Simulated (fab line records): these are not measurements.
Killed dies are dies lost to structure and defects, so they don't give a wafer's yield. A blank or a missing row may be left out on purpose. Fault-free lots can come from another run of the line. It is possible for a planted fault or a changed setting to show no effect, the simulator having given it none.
Which of the tools did it? ; flow sky130 ; Sampling: 9 lots, 26 wafers, 2 of 708 route steps

## WHAT THE GAUGES READ, wafer by wafer
The record holds no reading of a measuring or inspecting step that can be judged against a usual standard deviation.

## WHAT TOOL EACH LOT RAN ON (gives the tool, then ch and the chambers of the sampled wafers, and finally the start)
lot;SKY_METAL4_ETCH_16;SKY_PAD_OPEN_PROBE_99
L543;rie_metal-04 ch 0,1, day 42 08:22;prober-02, day 46 05:58
L544;rie_metal-01 ch 0,1, day 43 04:46;prober-01, day 47 00:47
L545;rie_metal-01 ch 1, day 43 06:37;prober-01, day 47 02:44
L553;rie_metal-04 ch 1, day 44 22:28;prober-02, day 48 15:08
L557;rie_metal-01 ch 0,1, day 46 01:40;prober-02, day 49 13:56
L560;rie_metal-01 ch 0, day 46 11:39;prober-01, day 49 22:53
L561;rie_metal-03 ch 0,1, day 46 16:30;prober-02, day 50 01:45
L564;rie_metal-01 ch 0,1, day 47 13:13;prober-01, day 50 16:38
L566;rie_metal-03 ch 0,1, day 47 14:36;prober-02, day 50 17:57
- SKY_METAL4_ETCH_16: etches BARC in N2/H2, stops on SiO2, time 88.2 s, target depth 60 nm.
- SKY_PAD_OPEN_PROBE_99

## AS READ BY THE TOOLS THEMSELVES (means over the sampled wafers that have a number; for cases with no such wafer, the mark the record gives instead)
SKY_METAL4_ETCH_16.
lot;tool;chamber_pressure_mTorr (mTorr);drypump_motor_current_A (A);oes_product_au (a.u.);run_length_s (s);throttle_valve_pct (%)
L543;rie_metal-04;29.993;6.2;0.624;116.7;13.212
L544;rie_metal-01;29.984;6.1;0.624;116.2;13.204
L545;rie_metal-01;30.002;6.2;0.628;116.3;13.196
L553;rie_metal-04;29.989;5.4;0.678;109.5;13.208
L557;rie_metal-01;30.014;6.1;0.630;116.1;13.206
L560;rie_metal-01;29.994;5.9;0.626;116.4;13.207
L561;rie_metal-03;30.016;6.0;0.628;116.0;13.198
L564;rie_metal-01;30.009;6.1;0.623;116.1;13.205
L566;rie_metal-03;29.985;6.0;0.624;116.0;13.200

SKY_PAD_OPEN_PROBE_99.
lot;tool;defect_limited_yield (%);killed_at_M0_to_M3;killed_at_M4_up;killed_at_contacts;killed_at_front_end;killed_at_other;killed_dies;killed_open;killed_short;sort_bin_3_pad_short (%);sort_bin_5_function (%);sort_bin_6_memory (%);sort_n_pass;sort_yield_pct (%)
L543;prober-02;80.9;46;2.7;28;17;0.3;94;52;42;1.0;11.9;6.2;398;80.9
L544;prober-01;83.6;41;2.7;22;14;0.3;81;47;34;0.9;9.6;5.9;411;83.6
L545;prober-01;83.6;41;5.0;18;16;0.3;81;46;35;0.4;10.1;5.9;411;83.6
L553;prober-02;81.7;48;3.5;26;12;0.0;90;48;42;0.6;11.9;5.8;402;81.7
L557;prober-02;79.1;57;6.0;22;17;0.7;103;55;48;0.6;12.9;7.3;389;79.1
L560;prober-01;79.5;51;2.7;28;19;0.0;101;55;46;1.2;12.7;6.6;391;79.5
L561;prober-02;83.3;38;3.0;28;13;0.3;82;46;37;0.5;9.6;6.6;410;83.3
L564;prober-01;82.8;39;3.7;26;16;0.0;85;48;36;0.9;10.1;6.2;407;82.8
L566;prober-02;82.1;45;3.3;26;14;0.3;88;49;40;0.8;11.3;5.8;404;82.1

## THE ANSWER, worked out from the rows above alone
Rule: the usual values come from the lots themselves. The widest of any qualifying gaps counts: lots, ordered by their means at a reading, are off when they make up no more than a third of the lots, leave a main group of 4 or more, and stand apart from it by 3 or more times the standard deviation of that group's means. If all means in a main group match to the digits the tables above print for the reading, that group is not used. Also off: a lot with no number at a reading for which 4 or more lots have one. Any other lot the step has rows for is counted as sound. The gauges are gone through in route order, then the tools' own readings, and for those a lot's mean is taken as printed above. The first step at which some lot is off is used, and at that step the reading that is off furthest; a lot without a number counts as furthest.
Off: L553, at SKY_METAL4_ETCH_16 (run_length_s). The main group has a mean of 116.2 s with a standard deviation of 0.22.
If a tool, at that step or one of the process steps before it, ran each lot that is off and ran no sound lot following the first of them, it fits. One candidate fits, namely rie_metal-04 at SKY_METAL4_ETCH_16. A fault onset in the window from L543 (day 42 08:22, its last sound lot) to L553 (day 44 22:28, its first lot off) fits.
The tool's own readings at SKY_METAL4_ETCH_16 bear it out: on the lots that are off they differ by more than 5 times the standard deviation of the sound lots' means. drypump_motor_current_A reads 5.4 A there against 6.1 A on the sound lots; oes_product_au reads 0.678 a.u. there against 0.626 a.u. on the sound lots; run_length_s reads 109.5 s there against 116.2 s on the sound lots.

## WHAT WAS PUT IN BY THE SIMULATOR
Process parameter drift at SKY_METAL4_ETCH_16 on rie_metal-04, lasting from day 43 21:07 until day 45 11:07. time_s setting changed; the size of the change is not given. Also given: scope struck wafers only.
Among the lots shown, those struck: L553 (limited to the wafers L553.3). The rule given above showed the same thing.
